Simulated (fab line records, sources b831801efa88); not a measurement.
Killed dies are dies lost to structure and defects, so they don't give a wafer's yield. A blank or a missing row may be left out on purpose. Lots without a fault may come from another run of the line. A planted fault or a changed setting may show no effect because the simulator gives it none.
A struck lot beside a sound one | flow sky130 | 43 steps out of a route of 708
Sound: wafers L140.3, L140.5, L140.6. Struck: wafers L141.1, L141.2, L141.4. The cause comes at the end.
At each step with rows: each side's tool, then ch and its chambers, then its first start. Under that, the readings that differ: sound wafers | struck wafers | difference of the means | sigmas: that difference in standard deviations of wafers without a fault.
alike: readings whose means differ by less than 2 such deviations, and words and numbers that are the same on both sides. not compared: withheld readings, readings that some wafer has no value for, bounds like >300 that may hide the same value, and numbers for which the record gives no deviation and whose values overlap.
The two part at a step that has a row with sigmas, a row that says differs or no value, or rows on one side only. Numbers that don't overlap but have no deviation are shown without sigmas and don't part them. A reading that every wafer of one side lacks parts them only if that side has two wafers or more.

first, 1 step without rows for these wafers: SKY_VIA2_CMP_02 (polishes SiO2).
SKY_VIA2_BOW_MEAS_03:
  sound on film_metro-03, day 37 08:24; struck on film_metro-01, day 38 04:34
  alike: VIA2_BOW
then, 8 steps without rows for these wafers: SKY_VIA2_DEHYDRATE_04 (time 60 s); SKY_VIA2_HMDS_05 (prime time 60 s); SKY_VIA2_COAT_06 (resist thk 60 nm); SKY_VIA2_COAT_07 (resist thk 450 nm); SKY_VIA2_SOFTBAKE_08 (time 90 s); SKY_VIA2_EXPOSE_09 (exposes mask VIM2, target cd 200 nm); SKY_VIA2_PEB_10; SKY_VIA2_DEVELOP_11 (develop time 60 s).
SKY_VIA2_CD_MEAS_12: target cd 200 nm.
  sound on cd_sem-01, day 38 11:04; struck on cd_sem-01, day 39 05:37
  alike: cd_nm
SKY_VIA2_OVL_MEAS_13:
  sound on overlay-02, day 38 11:10; struck on overlay-02, day 39 05:44
  alike: VIA2_OVL
SKY_VIA2_ETCH_14: etches BARC in N2/H2, stops on SiO2, time 45.9 s, target depth 60 nm.
  sound on rie_diel-02 ch 1,2, day 38 11:13; struck on rie_diel-03 ch 0,2,3, day 39 05:47
  reading                | sound | struck   | difference                   | sigmas
  rf_hours_counter_h (h) | - - - | 18 11 10 | no value on the sound wafers |
  alike: drypump_motor_current_A, oes_product_au, throttle_valve_pct
then, 1 step without rows for these wafers: SKY_VIA2_ETCH_15 (etches SiO2 in C4F8/O2/Ar, stops on TiN, target depth 546 nm, time 84 s).
SKY_VIA2_STRIP_16: strips in O2/N2.
  sound on plasma_asher-04 ch 0,1, day 38 11:23; struck on plasma_asher-01 ch 0,1, day 39 05:53
  reading               | sound             | struck            | difference | sigmas
  oes_product_au (a.u.) | 0.397 0.411 0.408 | 0.391 0.395 0.398 | -0.011     | -2
  alike: drypump_motor_current_A, strip_time_to_endpoint_s
  not compared: rf_hours_counter_h
then, 4 steps without rows for these wafers: SKY_VIA2_STRIP_17 (strips in post etch residue remover, time 1200 s); SKY_VIA2_CLEAN_18 (cleans in IPA, time 180 s); SKY_VIA2_CLEAN_19 (cleans in O3/DIW); SKY_VIA2_SPUTTER_20 (material TiN, target thk 20 nm, time 80 s).
SKY_VIA2_CVD_21: deposits W, target thk 420 nm, time 126.4 s.
  sound on cvd_w-01 ch 0,1, day 38 12:23; struck on cvd_w-02 ch 0,1, day 39 06:32
  alike: heater_power_w, susceptor_temp_C
SKY_VIA2_RS_MEAS_22: measures by four-point-probe.
  sound on film_metro-02, day 38 12:31; struck on film_metro-02, day 39 06:40
  alike: VIA2_W_RS
SKY_VIA2_THK_MEAS_23: measures by xrf.
  sound on film_metro-02, day 38 12:37; struck on film_metro-02, day 39 06:47
  alike: VIA2_W_THK
then, 1 step without rows for these wafers: SKY_VIA2_CMP_24 (polishes, stops on SiO2, t overpolish 20 s, target thk 0 nm).
SKY_METAL3_SPUTTER_00: material Ti, target thk 15 nm, time 10 s.
  sound on pvd_sputter-03, day 38 12:57; struck on pvd_sputter-01, day 39 07:09
  alike: throttle_valve_pct
SKY_METAL3_SPUTTER_01: material TiN, target thk 20 nm, time 16.7 s.
  sound on pvd_sputter-03, day 38 12:58; struck on pvd_sputter-01, day 39 07:10
  alike: throttle_valve_pct
SKY_METAL3_SPUTTER_02: material AlCu, target thk 735 nm, time 39.1 s.
  sound on pvd_sputter-03, day 38 13:00; struck on pvd_sputter-01, day 39 07:12
  alike: throttle_valve_pct
then, 3 steps without rows for these wafers: SKY_METAL3_SPUTTER_03 (material Ti, target thk 5 nm, time 3.3 s); SKY_METAL3_SPUTTER_04 (material TiN, target thk 70 nm, time 58.3 s); SKY_CAPM_CVD_00 (deposits SiO2, target thk 15.5 nm).
SKY_CAPM_THK_MEAS_01:
  sound on film_metro-04, day 38 13:09; struck on film_metro-01, day 39 07:20
  alike: CAPM_CVD_00_THK
then, 1 step without rows for these wafers: SKY_CAPM_SPUTTER_02 (material TiN, target thk 200 nm, time 166.7 s).
SKY_CAPM_RS_MEAS_03: measures by four-point-probe.
  sound on film_metro-01, day 38 13:20; struck on film_metro-01, day 39 07:29
  alike: CAPM_TIN_RS
SKY_CAPM_THK_MEAS_04: measures by xrf.
  sound on film_metro-01, day 38 13:26; struck on film_metro-01, day 39 07:37
  alike: CAPM_TIN_THK
then, 7 steps without rows for these wafers: SKY_CAPM_DEHYDRATE_05 (time 60 s); SKY_CAPM_HMDS_06 (prime time 60 s); SKY_CAPM_COAT_07 (resist thk 1140 nm); SKY_CAPM_SOFTBAKE_08 (time 60 s); SKY_CAPM_EXPOSE_09 (exposes mask CAPM, target cd 1000 nm); SKY_CAPM_PEB_10; SKY_CAPM_DEVELOP_11 (develop time 60 s).
SKY_CAPM_OVL_MEAS_12:
  sound on overlay-01, day 39 13:57; struck on overlay-02, day 40 07:16
  alike: CAPM_OVL
then, 1 step without rows for these wafers: SKY_CAPM_METAL_ETCH_13 (etches TiN in Cl2/BCl3, stops on SiO2, target depth 220 nm, time 62.9 s).
-- the record jumps here: 8 days lie between the struck wafers' starts before and after (it left off in module CAPM and takes up again in module PAD_OPEN, whose first step shown is number 708 of the route) --
SKY_PAD_OPEN_PROBE_99:
  sound on prober-01, day 47 12:40; struck on prober-02, day 47 21:25
  reading                               | sound             | struck            | difference | sigmas
  defect_limited_yield (%)              | 80.1 79.7 82.9    | 73.6 76.2 75.2    | -5.9       | -3
  killed_at_M0_to_M3                    | 34 50 37          | 90 78 72          | +40        | +6
  killed_at_contacts                    | 41 28 28          | 19 21 21          | -12        | -3
  killed_dies                           | 98 100 84         | 130 117 122       | +29        | +3
  sort_bin_3_pad_short (%)              | 0.6 1.6 1.2       | 3.0 1.4 1.8       | +0.9       | +2
  sort_bin_5_function (%)               | 11.6 11.2 10.0    | 17.1 16.3 15.0    | +5.2       | +4
  sort_n_pass                           | 394 392 408       | 362 375 370       | -29        | -3
  sort_yield_pct (%)                    | 80.1 79.7 82.9    | 73.6 76.2 75.2    | -5.9       | -3
  model.etest.tester.sort_n_pass        | 394 392 408       | 362 375 370       | -29        |
  model.etest.tester.sort_yield_pct (%) | 80.08 79.67 82.93 | 73.58 76.22 75.2  | -5.89      |
  model.etest.tester.sort_bin_5_pct (%) | 11.59 11.18 9.959 | 17.07 16.26 15.04 | +5.21      |
  alike: killed_at_M4_up, killed_at_front_end, killed_at_other, killed_open, killed_short, sort_bin_6_memory
  not compared: model.etest.tester.sort_bin_3_pct

WHERE THEY PART
First at SKY_VIA2_ETCH_14; last, within this record, at SKY_PAD_OPEN_PROBE_99.

WHY: what the simulator had put in
Chamber particle source: rie_diel-03, from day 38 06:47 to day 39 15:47, at SKY_VIA2_ETCH_14. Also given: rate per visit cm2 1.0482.
